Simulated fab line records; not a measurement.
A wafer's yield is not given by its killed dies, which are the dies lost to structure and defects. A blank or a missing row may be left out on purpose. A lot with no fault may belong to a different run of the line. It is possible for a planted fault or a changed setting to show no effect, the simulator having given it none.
fab line records	flow gf180mcu
record lots=6	wafers=18	last-day=34
route steps=602 shown V5@555 TOP_METAL@567
lots untouched by any fault: they come from a run of this same line in which no faults occurred
start-h: hours from the record's first day to the start of the lot's first wafer shown	wait-h: hours elapsed since this lot's preceding step	" same as the row above	L1.1+2: a row that stands for several wafers	- no value present, or no start provided	* or withheld: withheld	< > ~ a bound
route shown NAME@n: a module of which the file shows steps, and the number in the route of the first	usual: average and standard deviation across the fault-free wafers	same: alike in all rows	chamber/n: place in a boat	sites: readings site by site	_std_site: standard deviation of those values	_edge_site: the outer-site mean with the inner-site mean subtracted	radius-mm: for every site, how far away it sits from the centre of the wafer	mask NAME#n: copy n	behind: the last tool/chamber to shape the wafer	hold: reason for holding the lot/hours on hold/outcome of the hold	device: the transistor (n, p or np) that didn't switch	end of line: the same wafers' tests at the end of the route	where a step has no rows: the recipe by itself	killed: dies lost to structure and defects at the first sort, not the wafer's yield	map: a wafer's dies, x killed, . not, _ none there
set.NAME: the run value of the setting; set.NAME@STEP: its run value at that earlier step	model.NAME: the simulator's own value behind a step, which no gauge read
lots at selected steps of the route; one table per step, one row per wafer
services: when a tool's chamber went out of use (start-h, in hours from the record's first day, below 0 if earlier), for how many hours, and the reason
## steps
# step GF_V5_OVL_MEAS_15
# usual V5_OVL=-5/6
lot.wafer	tool	chamber	start-h	wait-h	V5_OVL[nm]
L879.2	overlay-02	-	643.71	0.1	-4
L879.3	"	-	"	"	2
L879.6	"	-	"	"	-1
L881.2	overlay-01	-	660.73	0.1	-2
L881.4	"	-	"	"	-6
L881.5	"	-	"	"	-6
L887.3	overlay-01	-	702.50	0.1	-4
L887.4	"	-	"	"	-2
L887.6	"	-	"	"	2
L889.2	overlay-01	-	717.29	0.1	3
L889.3	"	-	"	"	-3
L889.6	"	-	"	"	-2
L895.3	overlay-02	-	756.36	0.1	-1
L895.4	"	-	"	"	0
L895.5	"	-	"	"	-6
L899.1	overlay-01	-	770.62	0.1	2
L899.3	"	-	"	"	-5
L899.6	"	-	"	"	-10
# step GF_V5_ETCH_16
# recipe chemistry=N2/H2	target-depth-a=withheld	overetch-a=withheld	time-s=withheld	target=BARC	ion-energy-ev=200	source-w=500	bias-w=100	pressure-mtorr=30	n2-flow-sccm=100	h2-flow-sccm=200
# usual drypump-motor-current-A=5.7/0.59	h2-flow-sccm=200.0/0.6	oes-product-au=0.856/0.0047	rf-fwd-power-W=494.9/2.1	throttle-valve-pct=13.225/0.0092
lot.wafer	tool	chamber	start-h	wait-h	drypump-motor-current-A	h2-flow-sccm	oes-product-au	rf-fwd-power-W	throttle-valve-pct
L879.2	rie-diel-01	0	643.74	0.0	6.4	200.1	0.855	493.7	13.228
L879.3	"	3	"	"	4.9	200.4	0.858	494.0	13.238
L879.6	"	3	"	"	4.9	200.6	0.860	493.3	13.204
L881.2	rie-diel-01	3	660.76	0.0	4.9	200.2	0.849	490.9	13.233
L881.4	"	0	"	"	6.4	199.1	0.855	493.8	13.232
L881.5	"	0	"	"	6.4	199.9	0.857	493.8	13.229
L887.3	rie-diel-01	0	702.52	0.0	6.5	200.3	0.850	495.8	13.225
L887.4	"	2	"	"	6.0	201.4	0.862	495.2	13.220
L887.6	"	0	"	"	6.5	200.1	0.851	495.1	13.215
L889.2	rie-diel-01	0	717.32	0.0	6.5	199.9	0.861	494.7	13.216
L889.3	"	2	"	"	6.0	200.3	0.858	494.5	13.215
L889.6	"	1	"	"	5.9	198.1	0.856	497.7	13.235
L895.3	rie-diel-01	1	756.39	0.0	5.9	199.6	0.855	496.9	13.229
L895.4	"	3	"	"	4.9	200.6	0.845	492.8	13.217
L895.5	"	1	"	"	5.9	200.1	0.861	498.6	13.235
L899.1	rie-diel-01	1	770.66	0.0	5.9	200.3	0.850	497.2	13.211
L899.3	"	3	"	"	4.9	200.1	0.859	493.9	13.241
L899.6	"	2	"	"	6.0	199.8	0.862	497.6	13.217
# step GF_V5_ETCH_17
# recipe chemistry=C4F8/O2/Ar	mask-material=KrF	target=SiO2	stop-on=TiN	source-w=1500	bias-w=1200	pressure-mtorr=40	c4f8-flow-sccm=withheld	O2_flow_sccm=6	Ar_flow_sccm=300	time-s=withheld	target-depth-a=8550
# usual oes-product-au=0.860/0.0045	rf-fwd-power-W=1495/4.8
lot.wafer	tool	chamber	start-h	wait-h	oes-product-au	rf-fwd-power-W
L879.2	rie-diel-01	0	-	-	0.858	1497
L879.3	"	3	"	"	0.857	1490
L879.6	"	3	"	"	0.854	1491
L881.2	rie-diel-01	3	-	-	0.863	1494
L881.4	"	0	"	"	0.850	1494
L881.5	"	0	"	"	0.842	1492
L887.3	rie-diel-01	0	-	-	0.858	1496
L887.4	"	2	"	"	0.854	1498
L887.6	"	0	"	"	0.861	1494
L889.2	rie-diel-01	0	-	-	0.861	1494
L889.3	"	2	"	"	0.860	1496
L889.6	"	1	"	"	0.868	1507
L895.3	rie-diel-01	1	-	-	0.865	1492
L895.4	"	3	"	"	0.860	1476
L895.5	"	1	"	"	0.864	1490
L899.1	rie-diel-01	1	-	-	0.862	1496
L899.3	"	3	"	"	0.862	1502
L899.6	"	2	"	"	0.859	1494
# step GF_V5_STRIP_18
# recipe chemistry=O2/N2	power-w=1400	pressure-mtorr=1500	platen-temp-c=250	o2-flow-sccm=3000	n2-flow-sccm=300	overash-fraction=0.5
# step GF_V5_STRIP_19
# recipe chemistry=post-etch-residue-remover	time-s=1200	temp-c=72.5
# step GF_V5_CLEAN_20
# recipe chemistry=DIW	dry=n2-spin
# step GF_V5_SPUTTER_21
# recipe material=Ti	target-thk-nm=15	chamber-pressure-pa=5	power-w=2500	substrate-temp-c=200	time-s=80.02
# usual throttle-valve-pct=29.9/1.3
lot.wafer	tool	chamber	start-h	wait-h	throttle-valve-pct
L879.2	pvd-sputter-02	-	644.43	0.0	28.5
L879.3	"	-	"	"	31.2
L879.6	"	-	"	"	28.6
L881.2	pvd-sputter-03	-	661.48	0.0	29.3
L881.4	"	-	"	"	29.2
L881.5	"	-	"	"	29.4
L887.3	pvd-sputter-02	-	703.24	0.0	28.0
L887.4	"	-	"	"	31.0
L887.6	"	-	"	"	31.4
L889.2	pvd-sputter-01	-	718.05	0.0	30.7
L889.3	"	-	"	"	28.2
L889.6	"	-	"	"	30.9
L895.3	pvd-sputter-01	-	757.11	0.0	27.9
L895.4	"	-	"	"	30.8
L895.5	"	-	"	"	28.0
L899.1	pvd-sputter-03	-	771.38	0.0	30.9
L899.3	"	-	"	"	29.5
L899.6	"	-	"	"	29.3
# step GF_V5_SPUTTER_22
# recipe material=TiN	target-thk-nm=10	chamber-pressure-pa=5	power-w=4000	time-s=40
# step GF_V5_CVD_23
# recipe material=W	target-thk-nm=350	time-s=104.9	temp-c=400	pressure-torr=40
# usual chamber-pressure-Torr=40.00/0.09	heater-power-w=870/35
lot.wafer	tool	chamber	start-h	wait-h	chamber-pressure-Torr	heater-power-w
L879.2	cvd-w-01	0	644.53	0.0	39.95	803
L879.3	"	1	"	"	40.10	871
L879.6	"	0	"	"	39.92	792
L881.2	cvd-w-02	1	661.58	0.0	39.85	889
L881.4	"	0	"	"	40.15	885
L881.5	"	1	"	"	39.88	881
L887.3	cvd-w-01	1	703.38	0.1	40.11	907
L887.4	"	0	"	"	39.93	814
L887.6	"	1	"	"	39.99	862
L889.2	cvd-w-02	1	718.15	0.0	39.94	890
L889.3	"	0	"	"	40.02	897
L889.6	"	0	"	"	39.99	883
L895.3	cvd-w-02	0	757.25	0.1	39.98	894
L895.4	"	1	"	"	40.04	877
L895.5	"	0	"	"	39.97	874
L899.1	cvd-w-01	1	771.48	0.0	40.10	880
L899.3	"	0	"	"	40.07	818
L899.6	"	0	"	"	39.91	817
# step GF_V5_RS_MEAS_24
# recipe thk-meas-gauge=four-point-probe	reads=W_of_V5_CVD_23+TiN_of_V5_SPUTTER_22+Ti_of_V5_SPUTTER_21
# usual V5_W_RS=0.329/0.0045
lot.wafer	tool	chamber	start-h	wait-h	V5_W_RS[ohm/sq]
L879.2	film-metro-03	-	644.67	0.1	0.326
L879.3	"	-	"	"	0.331
L879.6	"	-	"	"	0.327
L881.2	film-metro-03	-	661.71	0.1	0.332
L881.4	"	-	"	"	0.322
L881.5	"	-	"	"	0.329
L887.3	film-metro-03	-	703.49	0.1	0.329
L887.4	"	-	"	"	0.321
L887.6	"	-	"	"	0.327
L889.2	film-metro-03	-	718.28	0.1	0.333
L889.3	"	-	"	"	0.325
L889.6	"	-	"	"	0.324
L895.3	film-metro-04	-	757.37	0.1	0.323
L895.4	"	-	"	"	0.329
L895.5	"	-	"	"	0.327
L899.1	film-metro-04	-	771.59	0.1	0.332
L899.3	"	-	"	"	0.329
L899.6	"	-	"	"	0.327
# step GF_V5_THK_MEAS_25
# recipe thk-meas-gauge=xrf	reads=W_of_V5_CVD_23
# usual V5_W_THK=351/5.2
lot.wafer	tool	chamber	start-h	wait-h	V5_W_THK[nm]
L879.2	film-metro-03	-	644.78	0.1	356
L879.3	"	-	"	"	347
L879.6	"	-	"	"	356
L881.2	film-metro-03	-	661.82	0.1	348
L881.4	"	-	"	"	360
L881.5	"	-	"	"	350
L887.3	film-metro-03	-	703.59	0.1	345
L887.4	"	-	"	"	352
L887.6	"	-	"	"	348
L889.2	film-metro-03	-	718.39	0.1	340
L889.3	"	-	"	"	349
L889.6	"	-	"	"	350
L895.3	film-metro-04	-	757.47	0.1	360
L895.4	"	-	"	"	356
L895.5	"	-	"	"	358
L899.1	film-metro-04	-	771.71	0.1	346
L899.3	"	-	"	"	351
L899.6	"	-	"	"	352
# step GF_V5_CMP_26
# recipe stop-on=SiO2	down-force-psi=3.5	platen-rpm=60	t-overpolish-s=15	target-thk-nm=0	pad-velocity-m-s=0.94248
# usual motor-current-A=11.4/1.5	overpolish-run-s=15.000/0.0094	time-to-endpoint-s=86/3.6
lot.wafer	tool	chamber	start-h	wait-h	motor-current-A	overpolish-run-s	time-to-endpoint-s
L879.3	cmp-02	0	644.93	0.1	12.8	14.987	87
L879.2	"	1	"	"	11.0	14.987	87
L879.6	"	2	"	"	10.3	15.008	90
L881.4	cmp-02	2	661.97	0.1	10.1	14.991	89
L881.2	"	3	"	"	12.6	14.980	85
L881.5	"	1	"	"	10.6	15.003	86
L887.3	cmp-01	3	703.73	0.1	8.5	15.006	90
L887.4	"	0	"	"	12.4	14.984	96
L887.6	"	1	"	"	11.6	15.005	83
L889.3	cmp-02	1	718.54	0.1	9.7	14.988	87
L889.2	"	2	"	"	10.3	15.000	86
L889.6	"	3	"	"	13.1	15.004	85
L895.4	cmp-02	0	757.51	0.0	12.8	14.996	85
L895.3	"	1	"	"	10.4	15.003	86
L895.5	"	1	"	"	10.3	14.994	86
L899.3	cmp-02	1	771.79	0.1	10.5	15.005	84
L899.1	"	0	"	"	12.5	14.997	83
L899.6	"	2	"	"	10.5	14.991	81
# step GF_TOP_METAL_SPUTTER_00
# recipe material=Ti	target-thk-nm=37.5	arriving-ion-energy-ev=80	substrate-temp-c=200	chamber-pressure-pa=2	power-w=4000	time-s=150
# usual throttle-valve-pct=29.5/1.4
lot.wafer	tool	chamber	start-h	wait-h	throttle-valve-pct	model.Ti_of_TOP_METAL_SPUTTER_00.thk-nm
L879.2	pvd-sputter-01	-	645.13	0.1	29.6	37.49
L879.3	"	-	"	"	28.1	37.81
L879.6	"	-	"	"	28.1	37.8
L881.2	pvd-sputter-04	-	662.17	0.1	29.1	37.54
L881.4	"	-	"	"	30.5	36.91
L881.5	"	-	"	"	29.1	37.78
L887.3	pvd-sputter-04	-	703.93	0.1	30.7	37.69
L887.4	"	-	"	"	29.2	38.46
L887.6	"	-	"	"	27.6	56.12
L889.2	pvd-sputter-04	-	718.74	0.1	28.8	56.81
L889.3	"	-	"	"	29.1	38.73
L889.6	"	-	"	"	31.1	56.14
L895.3	pvd-sputter-01	-	757.81	0.2	28.0	37.1
L895.4	"	-	"	"	29.5	36.77
L895.5	"	-	"	"	30.5	37.01
L899.1	pvd-sputter-02	-	772.09	0.1	32.0	37.62
L899.3	"	-	"	"	31.4	37.45
L899.6	"	-	"	"	27.8	37.19
# step GF_TOP_METAL_SPUTTER_01
# recipe material=TiN	target-thk-nm=30	power-w=6500	time-s=25	chamber-pressure-pa=0.4
## services
tool	chamber	start-h	hours	kind
cmp-01	-	621.50	3.0	repair
cmp-02	-	625.42	2.4	repair
cmp-01	-	628.74	1.9	repair
cmp-02	-	631.51	4.5	pm
rie-diel-01	1	633.53	10.9	repair
cmp-02	-	636.65	1.3	repair
pvd-sputter-01	0	637.83	-	consumable-replace:kit
cmp-01	-	638.75	0.9	repair
cmp-02	-	659.75	0.6	repair
pvd-sputter-02	-	668.24	8.0	repair
rie-diel-01	2	683.61	4.9	repair
rie-diel-01	1	690.57	-	clean
rie-diel-01	1	690.57	17.5	scheduled-down
rie-diel-01	1	690.57	17.5	vent-cycle
cmp-02	-	700.60	0.8	repair
cmp-02	-	711.76	0.4	repair
cmp-01	-	732.71	4.0	pm
cmp-02	-	745.26	4.0	pm
pvd-sputter-02	-	746.84	4.1	repair
cvd-w-02	-	747.17	1.1	repair
cmp-02	-	749.26	-	consumable-replace:conditioner
cmp-02	-	749.26	-	consumable-replace:pad
cmp-01	-	766.42	1.3	repair
cmp-01	-	768.40	1.0	repair
## key
first-sign none at tools or gauges
model-effect step=GF_TOP_METAL_SPUTTER_00	value=Ti_of_TOP_METAL_SPUTTER_00.thk-nm	without=38.27	struck=56.36
met-at GF_TOP_METAL_SPUTTER_00
struck-wafers L887.6,L889.2,L889.6
onset-between 662.17 703.93
fault kind=process-parameter-drift	tool=pvd-sputter-04	chamber=-	onset-h=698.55	steps=GF_TOP_METAL_SPUTTER_00	channel=target-thk-nm	offset=18.089	shape=step	end-h=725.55	scope=struck-wafers-only	acts-in=these-recipes-only	stated=37.5
